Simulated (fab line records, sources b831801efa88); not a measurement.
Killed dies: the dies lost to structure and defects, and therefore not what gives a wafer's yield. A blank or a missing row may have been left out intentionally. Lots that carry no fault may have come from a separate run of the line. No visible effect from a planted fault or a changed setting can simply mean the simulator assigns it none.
fab line records	flow sky130
[record] lots = 14	wafers = 42	last-day = 50
route steps=708 shown FIELD_ISO@5 NWELL@68 PAD_OPEN@708
lots that met no fault: from a run of the same line without faults
start-h: hours from the record's opening day to when the first of the lot's shown wafers began	wait-h: how many hours have passed since the lot's step before this one	" the same as in the row above	L1.1+2: one row covering several wafers at once	- value missing, or start not given	* or withheld: withheld	< > ~ a bound
route shown NAME@n: names a module that has steps shown in the file, with the first one's number in the route	usual: mean/standard deviation taken from wafers without a fault	same: alike in all rows	chamber/n: place in a boat	sites: readings site by site	_std_site: standard deviation across them	_edge_site: inner sites' mean taken away from outer sites' mean	radius-mm: for every site, how far away it sits from the centre of the wafer	mask NAME#n: copy n	behind: the last tool/chamber to shape the wafer	hold: why the lot was held/for how many hours/how that ended	device: the transistor (n, p or np) that didn't switch	end of line: the route-end tests of the same wafers	a step without rows: its recipe alone	killed: at the first sort, the dies lost to defects and structure; wafer yield is something else	map: the dies of a wafer, with x for killed, . for not killed, _ for no die there
set.NAME: setting as actually run; set.NAME@STEP: the setting as run at that earlier step	model.NAME: the simulator's own value behind a step, which no gauge read
steps of the route over a sample of lots; a table a step, a row a wafer
[[steps]]
[step SKY_FIELD_ISO_THK_MEAS_04]
[recipe] reads = Si3N4_of_FIELD_ISO_CVD_03
[usual] FIELD_ISO_CVD_03_THK = 165.5/1.3
lot.wafer	tool	chamber	start-h	wait-h	FIELD_ISO_CVD_03_THK[nm]
L877.1	film-metro-01	-	16.27	0.0	165.0
L877.4	"	-	"	"	164.6
L877.6	"	-	"	"	164.7
L878.4	film-metro-01	-	21.75	0.0	165.6
L878.5	"	-	"	"	166.2
L878.6	"	-	"	"	165.9
L879.1	film-metro-03	-	26.68	0.0	164.8
L879.4	"	-	"	"	164.9
L879.6	"	-	"	"	165.4
L880.2	film-metro-03	-	29.87	0.0	167.3
L880.3	"	-	"	"	166.9
L880.5	"	-	"	"	166.3
L882.4	film-metro-03	-	39.72	0.0	164.5
L882.5	"	-	"	"	165.4
L882.6	"	-	"	"	163.8
L884.1	film-metro-01	-	48.87	0.0	163.6
L884.2	"	-	"	"	164.2
L884.6	"	-	"	"	164.3
L885.1	film-metro-03	-	56.44	0.0	164.3
L885.2	"	-	"	"	164.2
L885.4	"	-	"	"	165.4
L886.2	film-metro-01	-	58.82	0.0	165.3
L886.3	"	-	"	"	165.7
L886.6	"	-	"	"	166.1
L887.2	film-metro-01	-	64.58	0.0	165.8
L887.3	"	-	"	"	168.5
L887.4	"	-	"	"	166.3
L890.1	film-metro-01	-	78.48	0.0	166.3
L890.2	"	-	"	"	165.2
L890.5	"	-	"	"	166.6
L894.1	film-metro-03	-	100.26	0.0	164.1
L894.3	"	-	"	"	164.8
L894.5	"	-	"	"	166.1
L896.1	film-metro-04	-	110.08	0.0	163.5
L896.4	"	-	"	"	161.7
L896.5	"	-	"	"	162.3
L898.1	film-metro-03	-	119.37	0.0	165.3
L898.2	"	-	"	"	165.5
L898.4	"	-	"	"	165.3
L899.1	film-metro-04	-	126.49	0.0	167.5
L899.2	"	-	"	"	166.9
L899.5	"	-	"	"	166.3
[step SKY_FIELD_ISO_THK_MEAS_23]
[recipe] reads = SiO2_of_FIELD_ISO_OXIDATION_22
[usual] FIELD_ISO_OXIDATION_01_THK = 9.96/0.25
lot.wafer	tool	chamber	start-h	wait-h	FIELD_ISO_OXIDATION_01_THK[nm]
L877.1	film-metro-04	-	34.84	0.0	10.02
L877.4	"	-	"	"	10.01
L877.6	"	-	"	"	10.04
L878.4	film-metro-01	-	39.09	0.0	10.00
L878.5	"	-	"	"	9.81
L878.6	"	-	"	"	9.95
L879.1	film-metro-01	-	44.26	0.0	9.76
L879.4	"	-	"	"	9.46
L879.6	"	-	"	"	9.56
L880.2	film-metro-01	-	47.14	0.0	9.91
L880.3	"	-	"	"	10.06
L880.5	"	-	"	"	9.92
L882.4	film-metro-01	-	58.35	0.0	9.62
L882.5	"	-	"	"	9.61
L882.6	"	-	"	"	9.55
L884.1	film-metro-04	-	68.45	0.0	9.34
L884.2	"	-	"	"	9.67
L884.6	"	-	"	"	9.78
L885.1	film-metro-01	-	74.80	0.0	9.53
L885.2	"	-	"	"	9.62
L885.4	"	-	"	"	9.79
L886.2	film-metro-04	-	77.68	0.0	9.70
L886.3	"	-	"	"	9.65
L886.6	"	-	"	"	9.46
L887.2	film-metro-03	-	82.88	0.0	10.13
L887.3	"	-	"	"	10.27
L887.4	"	-	"	"	9.93
L890.1	film-metro-01	-	97.64	0.0	10.31
L890.2	"	-	"	"	10.25
L890.5	"	-	"	"	10.37
L894.1	film-metro-01	-	121.77	0.0	10.05
L894.3	"	-	"	"	10.07
L894.5	"	-	"	"	9.95
L896.1	film-metro-01	-	131.91	0.0	10.03
L896.4	"	-	"	"	10.39
L896.5	"	-	"	"	10.16
L898.1	film-metro-03	-	141.89	0.0	9.91
L898.2	"	-	"	"	10.07
L898.4	"	-	"	"	9.77
L899.1	film-metro-03	-	148.44	0.0	9.83
L899.2	"	-	"	"	9.81
L899.5	"	-	"	"	9.86
[step SKY_FIELD_ISO_WET_ETCH_30]
[recipe] chemistry = dHF	target-depth-nm = 25	target = SiO2	dilution = 10:1	temp-c = 25	time-s = 50
[usual] run-length-s = 77.7/2.7	temp-c = 24.99/0.1
lot.wafer	tool	chamber	start-h	wait-h	run-length-s	temp-c
L877.1	wet-bench-04	0	37.37	0.0	76.1	24.93
L877.4	"	0	"	"	76.1	25.09
L877.6	"	0	"	"	76.1	24.92
L878.4	wet-bench-04	1	41.59	0.0	76.6	24.89
L878.5	"	1	"	"	76.6	24.98
L878.6	"	1	"	"	76.6	24.83
L879.1	wet-bench-04	3	46.79	0.0	78.0	25.09
L879.4	"	3	"	"	78.0	24.87
L879.6	"	3	"	"	78.0	25.03
L880.2	wet-bench-03	3	50.76	0.0	76.9	25.03
L880.3	"	3	"	"	76.9	25.02
L880.5	"	3	"	"	76.9	24.93
L882.4	wet-bench-01	1	62.05	0.0	74.9	24.92
L882.5	"	1	"	"	74.9	25.03
L882.6	"	1	"	"	74.9	25.03
L884.1	wet-bench-01	1	70.98	0.0	75.8	24.93
L884.2	"	1	"	"	75.8	25.03
L884.6	"	1	"	"	75.8	24.91
L885.1	wet-bench-04	1	77.33	0.0	56.3	25.00
L885.2	"	1	"	"	56.3	25.11
L885.4	"	1	"	"	56.3	24.94
L886.2	wet-bench-03	2	80.50	0.0	76.5	25.02
L886.3	"	2	"	"	76.5	25.02
L886.6	"	2	"	"	76.5	25.04
L887.2	wet-bench-01	0	86.60	0.0	76.0	25.16
L887.3	"	0	"	"	76.0	25.17
L887.4	"	0	"	"	76.0	25.18
L890.1	wet-bench-04	2	100.22	0.0	49.9	24.92
L890.2	"	2	"	"	49.9	24.98
L890.5	"	2	"	"	49.9	24.92
L894.1	wet-bench-03	3	126.91	0.0	76.8	25.14
L894.3	"	3	"	"	76.8	24.93
L894.5	"	3	"	"	76.8	24.92
L896.1	wet-bench-03	2	137.52	0.0	77.6	24.92
L896.4	"	2	"	"	77.6	25.20
L896.5	"	2	"	"	77.6	25.01
L898.1	wet-bench-01	1	145.23	0.0	81.3	24.83
L898.2	"	1	"	"	81.3	25.12
L898.4	"	1	"	"	81.3	25.06
L899.1	wet-bench-01	2	150.97	0.0	74.9	25.01
L899.2	"	2	"	"	74.9	24.92
L899.5	"	2	"	"	74.9	24.86
[step SKY_NWELL_TW_MEAS_15]
[usual] NWELL_TW = 1827/12
lot.wafer	tool	chamber	start-h	wait-h	NWELL_TW
L877.1	film-metro-02	-	88.75	0.1	1828
L877.4	"	-	"	"	1823
L877.6	"	-	"	"	1834
L878.4	film-metro-02	-	92.91	0.1	1822
L878.5	"	-	"	"	1828
L878.6	"	-	"	"	1838
L879.1	film-metro-02	-	98.44	0.1	1835
L879.4	"	-	"	"	1846
L879.6	"	-	"	"	1829
L880.2	film-metro-02	-	104.59	0.1	1836
L880.3	"	-	"	"	1842
L880.5	"	-	"	"	1834
L882.4	film-metro-04	-	117.47	0.1	1827
L882.5	"	-	"	"	1819
L882.6	"	-	"	"	1816
L884.1	film-metro-04	-	127.89	0.1	1827
L884.2	"	-	"	"	1828
L884.6	"	-	"	"	1813
L885.1	film-metro-04	-	134.84	0.1	1822
L885.2	"	-	"	"	1821
L885.4	"	-	"	"	1814
L886.2	film-metro-04	-	138.21	0.1	1820
L886.3	"	-	"	"	1814
L886.6	"	-	"	"	1807
L887.2	film-metro-04	-	144.46	0.1	1807
L887.3	"	-	"	"	1812
L887.4	"	-	"	"	1815
L890.1	film-metro-03	-	160.29	0.1	1803
L890.2	"	-	"	"	1791
L890.5	"	-	"	"	1807
L894.1	film-metro-02	-	191.48	0.1	1832
L894.3	"	-	"	"	1829
L894.5	"	-	"	"	1829
L896.1	film-metro-02	-	203.20	0.1	1842
L896.4	"	-	"	"	1836
L896.5	"	-	"	"	1844
L898.1	film-metro-04	-	211.85	0.1	1812
L898.2	"	-	"	"	1806
L898.4	"	-	"	"	1807
L899.1	film-metro-04	-	217.05	0.1	1822
L899.2	"	-	"	"	1819
L899.5	"	-	"	"	1827
[step SKY_PAD_OPEN_PROBE_99]
[usual] killed_at_M0_to_M3 = 42/6.3	killed_at_M4_up = 2.8/1.9	killed-at-contacts = 23/5.3	killed-at-front-end = 16/4.3	killed-at-other = 0.2/0.51	killed-dies = 84/9.3	killed-open = 46/7.6	killed-short = 38/6.3
[same] gross-dies = 492	killed-at-back-side = 0
lot.wafer	tool	chamber	start-h	wait-h	killed_at_M0_to_M3	killed_at_M4_up	killed-at-contacts	killed-at-front-end	killed-at-other	killed-dies	killed-open	killed-short
L877.1	prober-02	-	1085.00	0.1	44	1	22	16	0	83	39	44
L877.4	prober-02	-	1085.15	0.2	36	0	23	20	0	79	45	34
L877.6	prober-02	-	1085.25	0.2	43	1	22	14	0	80	46	34
L878.4	prober-01	-	1088.97	0.2	36	8	31	11	0	86	47	39
L878.5	prober-01	-	1089.02	0.2	41	0	22	20	0	83	38	45
L878.6	prober-01	-	1089.07	0.2	51	3	22	15	0	91	55	36
L879.1	prober-02	-	1094.18	0.1	30	1	27	10	0	68	34	34
L879.4	prober-02	-	1094.33	0.2	51	3	17	12	0	83	45	38
L879.6	prober-02	-	1094.43	0.2	34	6	21	15	1	77	33	44
L880.2	prober-01	-	1099.55	0.1	44	3	21	12	0	80	54	26
L880.3	prober-01	-	1099.60	0.2	46	3	24	13	0	86	33	53
L880.5	prober-01	-	1099.70	0.2	49	5	27	17	0	98	46	52
L882.4	prober-02	-	1117.38	0.2	55	0	25	15	0	95	50	45
L882.5	prober-02	-	1117.43	0.2	33	7	25	21	0	86	48	38
L882.6	prober-02	-	1117.48	0.2	50	3	33	19	0	105	64	41
L884.1	prober-01	-	1135.36	0.1	39	1	25	10	1	76	52	24
L884.2	prober-01	-	1135.41	0.1	40	1	21	12	1	75	43	32
L884.6	prober-01	-	1135.61	0.2	33	0	35	7	0	75	52	23
L885.1	prober-01	-	1139.72	0.1	35	2	21	15	0	73	41	32
L885.2	prober-01	-	1139.77	0.1	37	1	28	15	0	81	50	31
L885.4	prober-01	-	1139.87	0.2	29	3	29	20	0	81	43	38
L886.2	prober-01	-	1140.75	0.1	44	6	20	20	0	90	52	38
L886.3	prober-01	-	1140.80	0.2	40	4	24	8	0	76	43	33
L886.6	prober-01	-	1140.95	0.2	43	6	26	12	1	88	47	41
L890.1	prober-02	-	1158.78	0.1	42	4	30	19	0	95	52	43
L890.2	prober-02	-	1158.83	0.1	47	1	16	9	1	74	36	38
L890.5	prober-02	-	1158.98	0.2	42	1	23	15	0	81	46	35
L887.2	prober-01	-	1176.62	0.1	38	5	29	17	0	89	44	45
L887.3	prober-01	-	1176.67	0.2	48	4	19	19	1	91	46	45
L887.4	prober-01	-	1176.72	0.2	36	2	26	13	0	77	40	37
L894.1	prober-02	-	1185.90	0.1	49	1	22	18	0	90	55	35
L894.3	prober-02	-	1186.00	0.2	38	1	10	12	0	61	34	27
L894.5	prober-02	-	1186.10	0.2	37	5	28	9	0	79	44	35
L896.1	prober-01	-	1188.11	0.1	50	3	10	11	0	74	47	27
L896.4	prober-01	-	1188.26	0.2	43	3	26	15	0	87	53	34
L896.5	prober-01	-	1188.31	0.2	39	2	30	14	0	85	44	41
L898.1	prober-01	-	1196.49	0.1	44	3	19	16	0	82	46	36
L898.2	prober-01	-	1196.54	0.1	33	4	28	18	0	83	54	29
L898.4	prober-01	-	1196.64	0.2	41	5	22	13	0	81	51	30
L899.1	prober-02	-	1202.19	0.1	42	9	18	19	0	88	45	43
L899.2	prober-02	-	1202.24	0.1	46	4	23	15	0	88	50	38
L899.5	prober-02	-	1202.39	0.2	37	8	19	14	3	81	37	44
// killed by level:class
L877.1 CONTACT:geometric-particle:open=11 METAL2:geometric-particle:short=11 VIA1:geometric-particle:open=9 VIA1:geometric-particle:short=7 CONTACT:geometric-particle:short=5 POLY_GATE:geometric-particle:open=4 METAL3:geometric-particle:short=4 VIA3:geometric-particle:open=4
L877.4 CONTACT:geometric-particle:open=8 FIELD_ISO:geometric-particle:open=7 LI_CONTACT:geometric-particle:open=7 VIA2:geometric-particle:open=7 POLY_GATE:geometric-particle:short=6 VIA3:geometric-particle:open=6 FIELD_ISO:geometric-particle:short=5 VIA1:geometric-particle:open=5
L877.6 VIA1:geometric-particle:open=11 VIA3:geometric-particle:open=9 CONTACT:geometric-particle:open=8 LOCAL_INTERCONNECT:geometric-particle:short=7 VIA2:geometric-particle:open=7 POLY_GATE:geometric-particle:short=5 METAL1:geometric-particle:short=5 VIA3:geometric-particle:short=5
L878.4 CONTACT:geometric-particle:open=10 LI_CONTACT:geometric-particle:open=7 CONTACT:geometric-particle:short=7 VIA1:geometric-particle:open=7 VIA3:geometric-particle:open=7 METAL4:geometric-particle:short=7 VIA2:geometric-particle:open=5 LOCAL_INTERCONNECT:geometric-particle:short=4
L878.5 VIA1:geometric-particle:open=10 METAL2:geometric-particle:short=9 POLY_GATE:geometric-particle:short=8 CONTACT:geometric-particle:open=8 LI_CONTACT:geometric-particle:open=7 METAL1:geometric-particle:short=7 FIELD_ISO:geometric-particle:short=4 VIA3:geometric-particle:open=4
L878.6 VIA1:geometric-particle:open=18 CONTACT:geometric-particle:open=12 VIA2:geometric-particle:short=7 VIA3:geometric-particle:open=7 METAL2:geometric-particle:short=5 POLY_GATE:geometric-particle:short=4 POLY_GATE:geometric-particle:open=4 METAL1:geometric-particle:short=4
L879.1 CONTACT:geometric-particle:open=13 VIA1:geometric-particle:open=8 LI_CONTACT:geometric-particle:open=5 POLY_GATE:geometric-particle:short=4 CONTACT:geometric-particle:short=4 METAL1:geometric-particle:short=4 VIA1:geometric-particle:short=4 METAL2:geometric-particle:short=4
L879.4 VIA1:geometric-particle:open=10 CONTACT:geometric-particle:open=8 VIA3:geometric-particle:open=8 METAL3:geometric-particle:short=5 METAL1:geometric-particle:short=5 VIA3:geometric-particle:short=5 VIA2:geometric-particle:open=4 LI_CONTACT:geometric-particle:short=3
L879.6 CONTACT:geometric-particle:short=8 VIA2:geometric-particle:short=8 LI_CONTACT:geometric-particle:open=7 VIA1:geometric-particle:short=5 VIA1:geometric-particle:open=4 VIA3:geometric-particle:open=4 METAL4:geometric-particle:short=4 FIELD_ISO:geometric-particle:open=3
L880.2 VIA1:geometric-particle:open=14 VIA3:geometric-particle:open=8 CONTACT:geometric-particle:open=7 LI_CONTACT:geometric-particle:open=6 METAL1:geometric-particle:short=5 METAL2:geometric-particle:short=4 VIA2:geometric-particle:open=4 FIELD_ISO:geometric-particle:open=3
L880.3 METAL1:geometric-particle:short=9 LI_CONTACT:geometric-particle:open=6 LOCAL_INTERCONNECT:geometric-particle:short=6 CONTACT:geometric-particle:short=6 VIA2:geometric-particle:open=5 VIA1:geometric-particle:short=5 VIA1:geometric-particle:open=5 METAL2:geometric-particle:short=5
L880.5 VIA1:geometric-particle:open=10 LI_CONTACT:geometric-particle:open=7 LOCAL_INTERCONNECT:geometric-particle:short=7 CONTACT:geometric-particle:open=7 VIA1:geometric-particle:short=7 VIA3:geometric-particle:open=7 METAL1:geometric-particle:short=6 VIA2:geometric-particle:open=5
L882.4 VIA1:geometric-particle:open=16 CONTACT:geometric-particle:open=12 VIA3:geometric-particle:short=7 VIA1:geometric-particle:short=7 LOCAL_INTERCONNECT:geometric-particle:short=6 METAL2:geometric-particle:short=5 VIA3:geometric-particle:open=5 POLY_GATE:geometric-particle:short=4
L882.5 VIA1:geometric-particle:open=9 VIA2:geometric-particle:open=6 LI_CONTACT:geometric-particle:open=6 CONTACT:geometric-particle:short=6 LOCAL_INTERCONNECT:geometric-particle:short=5 CONTACT:geometric-particle:open=5 METAL2:geometric-particle:short=5 FIELD_ISO:geometric-particle:open=4
L882.6 LI_CONTACT:geometric-particle:open=12 CONTACT:geometric-particle:open=12 VIA1:geometric-particle:open=10 VIA2:geometric-particle:open=9 METAL1:geometric-particle:short=6 METAL3:geometric-particle:short=6 FIELD_ISO:geometric-particle:short=5 VIA3:geometric-particle:open=5
L884.1 VIA1:geometric-particle:open=17 CONTACT:geometric-particle:open=10 LI_CONTACT:geometric-particle:open=8 VIA2:geometric-particle:open=5 METAL1:geometric-particle:short=4 FIELD_ISO:geometric-particle:open=3 POLY_GATE:geometric-particle:short=3 CONTACT:geometric-particle:short=3
L884.2 VIA1:geometric-particle:open=14 CONTACT:geometric-particle:open=8 LI_CONTACT:geometric-particle:open=6 VIA3:geometric-particle:open=5 METAL2:geometric-particle:short=4 VIA2:geometric-particle:short=4 LI_CONTACT:geometric-particle:short=3 FIELD_ISO:geometric-particle:short=3
L884.6 CONTACT:geometric-particle:open=17 VIA1:geometric-particle:open=10 LI_CONTACT:geometric-particle:open=9 VIA2:geometric-particle:open=6 VIA3:geometric-particle:open=6 CONTACT:geometric-particle:short=5 FIELD_ISO:geometric-particle:short=4 LOCAL_INTERCONNECT:geometric-particle:short=3
L885.1 METAL2:geometric-particle:short=10 CONTACT:geometric-particle:open=8 VIA3:geometric-particle:open=6 VIA2:geometric-particle:open=6 FIELD_ISO:geometric-particle:open=5 LI_CONTACT:geometric-particle:open=5 POLY_GATE:geometric-particle:open=5 CONTACT:geometric-particle:short=4
L885.2 VIA1:geometric-particle:open=13 CONTACT:geometric-particle:open=9 CONTACT:geometric-particle:short=7 LI_CONTACT:geometric-particle:open=5 LOCAL_INTERCONNECT:geometric-particle:short=5 METAL2:geometric-particle:short=5 FIELD_ISO:geometric-particle:open=4 POLY_GATE:geometric-particle:open=4
L885.4 CONTACT:geometric-particle:open=13 LI_CONTACT:geometric-particle:open=6 FIELD_ISO:geometric-particle:open=5 METAL1:geometric-particle:short=5 METAL2:geometric-particle:short=5 CONTACT:geometric-particle:short=4 VIA2:geometric-particle:open=4 POLY_GATE:geometric-particle:short=3
L886.2 VIA1:geometric-particle:open=15 CONTACT:geometric-particle:open=9 LI_CONTACT:geometric-particle:open=7 FIELD_ISO:geometric-particle:short=6 VIA2:geometric-particle:open=6 METAL1:geometric-particle:short=5 METAL2:geometric-particle:short=4 METAL4:geometric-particle:short=4
L886.3 CONTACT:geometric-particle:open=9 METAL1:geometric-particle:short=9 VIA1:geometric-particle:open=8 VIA3:geometric-particle:open=7 VIA2:geometric-particle:open=6 CONTACT:geometric-particle:short=5 LI_CONTACT:geometric-particle:open=4 LOCAL_INTERCONNECT:geometric-particle:short=4
L886.6 CONTACT:geometric-particle:open=12 VIA2:geometric-particle:open=8 LI_CONTACT:geometric-particle:open=5 METAL2:geometric-particle:short=5 CONTACT:geometric-particle:short=5 VIA1:geometric-particle:short=5 VIA2:geometric-particle:short=5 METAL3:geometric-particle:short=5
L890.1 CONTACT:geometric-particle:open=10 FIELD_ISO:geometric-particle:short=9 VIA1:geometric-particle:open=9 LOCAL_INTERCONNECT:geometric-particle:short=7 LI_CONTACT:geometric-particle:open=7 VIA3:geometric-particle:open=7 VIA2:geometric-particle:open=6 METAL2:geometric-particle:short=4
L890.2 VIA1:geometric-particle:open=15 LI_CONTACT:geometric-particle:open=6 METAL1:geometric-particle:short=5 VIA2:geometric-particle:open=5 METAL3:geometric-particle:short=5 METAL2:geometric-particle:short=4 LI_CONTACT:geometric-particle:short=4 VIA2:geometric-particle:short=4
L890.5 CONTACT:geometric-particle:open=10 VIA1:geometric-particle:short=9 VIA1:geometric-particle:open=8 FIELD_ISO:geometric-particle:open=5 LI_CONTACT:geometric-particle:open=5 POLY_GATE:geometric-particle:open=5 LOCAL_INTERCONNECT:geometric-particle:short=5 VIA2:geometric-particle:open=5
L887.2 CONTACT:geometric-particle:open=10 VIA2:geometric-particle:open=8 VIA1:geometric-particle:open=7 FIELD_ISO:geometric-particle:short=6 POLY_GATE:geometric-particle:open=6 LOCAL_INTERCONNECT:geometric-particle:short=6 CONTACT:geometric-particle:short=6 LI_CONTACT:geometric-particle:open=5
L887.3 VIA1:geometric-particle:open=9 CONTACT:geometric-particle:open=8 CONTACT:geometric-particle:short=8 METAL1:geometric-particle:short=8 VIA3:geometric-particle:open=7 METAL2:geometric-particle:short=6 FIELD_ISO:geometric-particle:open=5 VIA2:geometric-particle:open=5
L887.4 CONTACT:geometric-particle:open=9 VIA1:geometric-particle:open=9 LI_CONTACT:geometric-particle:open=6 VIA2:geometric-particle:open=6 METAL2:geometric-particle:short=6 CONTACT:geometric-particle:short=5 FIELD_ISO:geometric-particle:open=4 LOCAL_INTERCONNECT:geometric-particle:short=4
L894.1 VIA2:geometric-particle:open=16 VIA1:geometric-particle:open=11 CONTACT:geometric-particle:open=9 FIELD_ISO:geometric-particle:short=8 LI_CONTACT:geometric-particle:open=7 FIELD_ISO:geometric-particle:open=4 CONTACT:geometric-particle:short=4 METAL2:geometric-particle:short=4
L894.3 VIA1:geometric-particle:open=13 VIA2:geometric-particle:open=6 VIA3:geometric-particle:open=5 CONTACT:geometric-particle:open=4 SPACER:geometric-particle:short=3 CONTACT:geometric-particle:short=3 METAL1:geometric-particle:short=3 METAL2:geometric-particle:short=3
L894.5 CONTACT:geometric-particle:open=10 LI_CONTACT:geometric-particle:open=9 VIA1:geometric-particle:open=7 VIA1:geometric-particle:short=6 CONTACT:geometric-particle:short=5 METAL4:geometric-particle:short=5 VIA2:geometric-particle:open=4 METAL3:geometric-particle:short=4
L896.1 VIA1:geometric-particle:open=16 METAL2:geometric-particle:short=6 VIA2:geometric-particle:open=5 METAL1:geometric-particle:open=5 VIA1:geometric-particle:short=5 CONTACT:geometric-particle:open=4 VIA3:geometric-particle:open=4 FIELD_ISO:geometric-particle:short=3
L896.4 VIA1:geometric-particle:open=13 LI_CONTACT:geometric-particle:open=8 FIELD_ISO:geometric-particle:open=6 LI_CONTACT:geometric-particle:short=6 VIA3:geometric-particle:open=6 METAL3:geometric-particle:open=5 METAL2:geometric-particle:short=5 POLY_GATE:geometric-particle:open=4
L896.5 CONTACT:geometric-particle:open=12 VIA1:geometric-particle:open=9 LI_CONTACT:geometric-particle:open=7 CONTACT:geometric-particle:short=7 METAL1:geometric-particle:short=6 POLY_GATE:geometric-particle:short=5 VIA3:geometric-particle:short=5 POLY_GATE:geometric-particle:open=4
L898.1 VIA1:geometric-particle:open=11 CONTACT:geometric-particle:open=10 METAL1:geometric-particle:short=8 POLY_GATE:geometric-particle:open=5 VIA2:geometric-particle:open=5 VIA3:geometric-particle:open=5 FIELD_ISO:geometric-particle:short=4 METAL3:geometric-particle:short=4
L898.2 CONTACT:geometric-particle:open=11 VIA1:geometric-particle:open=10 POLY_GATE:geometric-particle:open=8 LI_CONTACT:geometric-particle:open=6 LOCAL_INTERCONNECT:geometric-particle:short=5 VIA2:geometric-particle:open=5 CONTACT:geometric-particle:short=4 METAL1:geometric-particle:short=4
L898.4 VIA1:geometric-particle:open=12 LI_CONTACT:geometric-particle:open=8 VIA2:geometric-particle:open=8 CONTACT:geometric-particle:open=7 POLY_GATE:geometric-particle:open=5 METAL1:geometric-particle:short=5 VIA3:geometric-particle:open=5 FIELD_ISO:geometric-particle:short=4
L899.1 FIELD_ISO:geometric-particle:open=10 METAL2:geometric-particle:short=10 CONTACT:geometric-particle:open=8 METAL4:geometric-particle:short=7 VIA1:geometric-particle:open=7 FIELD_ISO:geometric-particle:short=6 VIA2:geometric-particle:open=6 CONTACT:geometric-particle:short=4
L899.2 VIA3:geometric-particle:open=10 LI_CONTACT:geometric-particle:open=9 VIA1:geometric-particle:open=9 VIA2:geometric-particle:open=6 FIELD_ISO:geometric-particle:open=5 LOCAL_INTERCONNECT:geometric-particle:short=5 CONTACT:geometric-particle:open=5 VIA2:geometric-particle:short=5
L899.5 CONTACT:geometric-particle:open=7 VIA3:geometric-particle:open=7 FIELD_ISO:geometric-particle:open=6 CONTACT:geometric-particle:short=6 VIA1:geometric-particle:open=6 METAL4:geometric-particle:short=6 METAL2:geometric-particle:short=5 VIA2:geometric-particle:open=5
[[key]]
[first-sign] step = SKY_FIELD_ISO_WET_ETCH_30	reading = run-length-s	direction = down	sigmas = 9.2	usual = *	struck = *
effect none on later readings
met-at SKY_FIELD_ISO_WET_ETCH_30
struck-lots L885,L890
tester-left-out L885,L890
not-acting-at SKY_FIELD_ISO_THK_MEAS_04,SKY_FIELD_ISO_THK_MEAS_23,SKY_NWELL_TW_MEAS_15
onset-between 46.79 77.33
[fault] kind = process-parameter-drift	tool = wet-bench-04	chamber = -	onset-h = 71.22	steps = SKY_FIELD_ISO_WET_ETCH_30	channel = time-s	offset = *	shape = step	end-h = 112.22	acts-in = *	stated = *
// tester-left-out: of these lots the tester's yield and bins aren't shown, on N5 and GAA mostly nor the transistor test; their killed dies are dies lost to structure and defects alone, not to doping, threshold or leakage, so they don't give the yield
